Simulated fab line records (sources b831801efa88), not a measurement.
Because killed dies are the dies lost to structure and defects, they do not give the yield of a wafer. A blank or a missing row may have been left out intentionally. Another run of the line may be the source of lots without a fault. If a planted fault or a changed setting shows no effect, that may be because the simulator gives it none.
Struck lot and sound lot, side by side || flow sky130 || 43 out of 708 route steps
Sound: wafers L507.1, L507.2, L507.5. The struck wafers were L515.2, L515.3, L515.5. The cause is named last.
For every step that has rows: the tool of each side, followed by ch and its chambers, followed by its first start. Under that, the readings that differ: sound wafers || struck wafers || difference of the means || sigmas: that difference in standard deviations of wafers without a fault.
alike: readings with means less than 2 such deviations apart, plus words and numbers identical on both sides. not compared: withheld readings, readings lacking a value on some wafer, bounds such as >300 that could conceal the same value, and numbers that have no deviation in the record and whose values overlap.
Wherever a step has rows on one side only, a row that says differs or no value, or a row with sigmas, the two part there. Numbers that have no deviation but don't overlap get no sigmas and don't part them. A reading that every wafer of one side lacks parts them only if that side has two wafers or more.

SKY_VIA2_OVL_MEAS_13:
  sound on overlay-01 at day 37 03:54; struck on overlay-02 at day 39 07:43
  alike: VIA2_OVL
SKY_VIA2_ETCH_14: etches BARC in N2/H2, stops on SiO2, time 45.9 s, target depth 60 nm.
  sound on rieDiel-02 ch 0,1, day 37 03:56; struck on rieDiel-02 ch 0,3, day 39 07:44
{"reading": "oesProductAu (a.u.)", "sound": "0.862 0.861 0.858", "struck": "0.854 0.847 0.848", "difference": -0.011, "sigmas": -2}
  alike: chamberPressureMTorr, drypumpMotorCurrentA, throttleValvePct
  not compared: rfHoursCounterH
then, 1 step without rows for these wafers: SKY_VIA2_ETCH_15 (etches SiO2 in C4F8/O2/Ar, stops on TiN, target depth 546 nm, time 84 s).
SKY_VIA2_STRIP_16: strips in O2/N2.
  sound on plasmaAsher-03 ch 0,1, day 37 04:02; struck on plasmaAsher-03 ch 0,1, day 39 07:50
  alike: chamberPressureMTorr, drypumpMotorCurrentA, oesProductAu, stripTimeToEndpointS
  not compared: rfHoursCounterH
then, 5 steps without rows for these wafers: SKY_VIA2_STRIP_17 (strips in post etch residue remover, time 1200 s); SKY_VIA2_CLEAN_18 (cleans in IPA, time 180 s); SKY_VIA2_CLEAN_19 (cleans in O3/DIW); SKY_VIA2_SPUTTER_20 (material TiN, target thk 20 nm, time 80 s); SKY_VIA2_CVD_21 (deposits W, target thk 420 nm, time 126.4 s).
SKY_VIA2_RS_MEAS_22: a four-point-probe measurement.
  sound on filmMetro-01 at day 37 04:53; struck on filmMetro-01 at day 39 08:39
  alike: VIA2_W_RS
SKY_VIA2_THK_MEAS_23: measures by xrf.
  sound on filmMetro-01 at day 37 05:01; struck on filmMetro-01 at day 39 08:46
  alike: VIA2_W_THK
SKY_VIA2_CMP_24: polishes, stops on SiO2, t overpolish 20 s, target thk 0 nm.
  sound on cmp-01 ch 2,3, day 37 05:04; struck on cmp-01 ch 1,2,3, day 39 08:52
  alike: headPressurePsi, motorCurrentA, overpolishRunS, timeToEndpointS
SKY_METAL3_SPUTTER_00: material Ti, target thk 15 nm, time 10 s.
  sound on pvdSputter-03 at day 37 05:22; struck on pvdSputter-02 at day 39 09:07
  alike: throttleValvePct
then, 4 steps without rows for these wafers: SKY_METAL3_SPUTTER_01 (material TiN, target thk 20 nm, time 16.7 s); SKY_METAL3_SPUTTER_02 (material AlCu, target thk 735 nm, time 39.1 s); SKY_METAL3_SPUTTER_03 (material Ti, target thk 5 nm, time 3.3 s); SKY_METAL3_SPUTTER_04 (material TiN, target thk 70 nm, time 58.3 s).
SKY_CAPM_CVD_00: deposits SiO2, target thk 15.5 nm.
  sound on pecvd-03 ch 0,1, day 37 05:31; struck on pecvd-04 ch 1,2, day 39 09:16
{"reading": "heaterPowerW (W)", "sound": "742 854 858", "struck": "524 678 546", "difference": -235, "sigmas": -2}
SKY_CAPM_THK_MEAS_01:
  sound on filmMetro-03 at day 37 05:33; struck on filmMetro-03 at day 39 09:17
  alike: CAPM_CVD_00_THK
SKY_CAPM_SPUTTER_02: material TiN, target thk 200 nm, time 166.7 s.
  sound on pvdSputter-02 at day 37 05:37; struck on pvdSputter-01 at day 39 09:20
  alike: throttleValvePct
SKY_CAPM_RS_MEAS_03: a four-point-probe measurement.
  sound on filmMetro-03 at day 37 05:43; struck on filmMetro-01 at day 39 09:28
{"reading": "CAPM_TIN_RS (ohm/sq)", "sound": "7.00 7.01 7.02", "struck": "6.81 6.86 6.78", "difference": -0.19, "sigmas": -3}
SKY_CAPM_THK_MEAS_04: measures by xrf.
  sound on filmMetro-03 at day 37 05:50; struck on filmMetro-01 at day 39 09:35
{"reading": "CAPM_TIN_THK (nm)", "sound": "194.9 194.0 193.1", "struck": "199.4 196.6 199.4", "difference": "+4.5", "sigmas": "+2"}
then, 7 steps without rows for these wafers: SKY_CAPM_DEHYDRATE_05 (time 60 s); SKY_CAPM_HMDS_06 (prime time 60 s); SKY_CAPM_COAT_07 (resist thk 1140 nm); SKY_CAPM_SOFTBAKE_08 (time 60 s); SKY_CAPM_EXPOSE_09 (exposes mask CAPM, target cd 1000 nm); SKY_CAPM_PEB_10; SKY_CAPM_DEVELOP_11 (develop time 60 s).
SKY_CAPM_OVL_MEAS_12:
  sound on overlay-01 at day 38 07:05; struck on overlay-02 at day 40 09:29
  alike: CAPM_OVL
then, 12 steps without rows for these wafers: SKY_CAPM_METAL_ETCH_13 (etches TiN in Cl2/BCl3, stops on SiO2, target depth 220 nm, time 62.9 s); SKY_CAPM_STRIP_14 (strips in O2/N2); SKY_CAPM_STRIP_15 (strips in post etch residue remover, time 1200 s); SKY_CAPM_CLEAN_16 (cleans in IPA, time 180 s); SKY_CAPM_CLEAN_17 (cleans in O3/DIW); SKY_METAL3_DEHYDRATE_05 (time 60 s); SKY_METAL3_HMDS_06 (prime time 60 s); SKY_METAL3_COAT_07 (resist thk 60 nm); SKY_METAL3_COAT_08 (resist thk 1140 nm); SKY_METAL3_SOFTBAKE_09 (time 90 s); SKY_METAL3_EXPOSE_10 (exposes mask MM3, target cd 300 nm); SKY_METAL3_PEB_11.
-- the record jumps here: 8 days lie between the struck wafers' starts before and after (it left off in module METAL3 and takes up again in module PAD_OPEN, whose first step shown is number 708 of the route) --
SKY_PAD_OPEN_PROBE_99:
  sound on prober-02 at day 46 09:04; struck on prober-01 at day 48 08:11
{"reading": "hold", "sound": "- - -", "struck": "awaitDispo/3.0h/release awaitDispo/3.0h/release awaitDispo/3.0h/release", "difference": "no value on the sound wafers", "sigmas": ""}
{"reading": "defectLimitedYield (%)", "sound": "82.5 82.1 81.9", "struck": "75.0 75.8 66.7", "difference": -9.7, "sigmas": -5}
{"reading": "killed_at_M0_to_M3", "sound": "39 36 46", "struck": "78 96 121", "difference": "+58", "sigmas": "+9"}
{"reading": "killedDies", "sound": "86 88 89", "struck": "123 119 164", "difference": "+48", "sigmas": "+5"}
{"reading": "sort_bin_3_pad_short (%)", "sound": "0.8 0.4 0.6", "struck": "4.1 4.3 5.1", "difference": "+3.9", "sigmas": "+9"}
{"reading": "sort_bin_5_function (%)", "sound": "10.6 12.6 8.7", "struck": "15.4 13.2 22.0", "difference": "+6.2", "sigmas": "+4"}
{"reading": "sortNPass", "sound": "406 404 403", "struck": "369 373 328", "difference": -48, "sigmas": -5}
{"reading": "sortYieldPct (%)", "sound": "82.5 82.1 81.9", "struck": "75.0 75.8 66.7", "difference": -9.7, "sigmas": -5}
{"reading": "model.etest.tester.sortNPass", "sound": "406 404 403", "struck": "369 373 328", "difference": -48, "sigmas": ""}
{"reading": "model.etest.tester.sortYieldPct (%)", "sound": "82.52 82.11 81.91", "struck": "75 75.81 66.67", "difference": -10, "sigmas": ""}
{"reading": "model.etest.tester.sort_bin_5_pct (%)", "sound": "10.57 12.6 8.74", "struck": "15.45 13.21 21.95", "difference": "+6.23", "sigmas": ""}
{"reading": "model.etest.tester.sort_bin_3_pct (%)", "sound": "0.813 0.4065 0.6098", "struck": "4.065 4.268 5.081", "difference": "+3.862", "sigmas": ""}
  alike: killed_at_M4_up, killedAtContacts, killedAtFrontEnd, killedAtOther, killedOnRim, killedOpen, killedShort, sort_bin_6_memory

WHERE THEY PART
First at SKY_VIA2_ETCH_14; last, within this record, at SKY_PAD_OPEN_PROBE_99.

WHY: whatever the simulator had introduced
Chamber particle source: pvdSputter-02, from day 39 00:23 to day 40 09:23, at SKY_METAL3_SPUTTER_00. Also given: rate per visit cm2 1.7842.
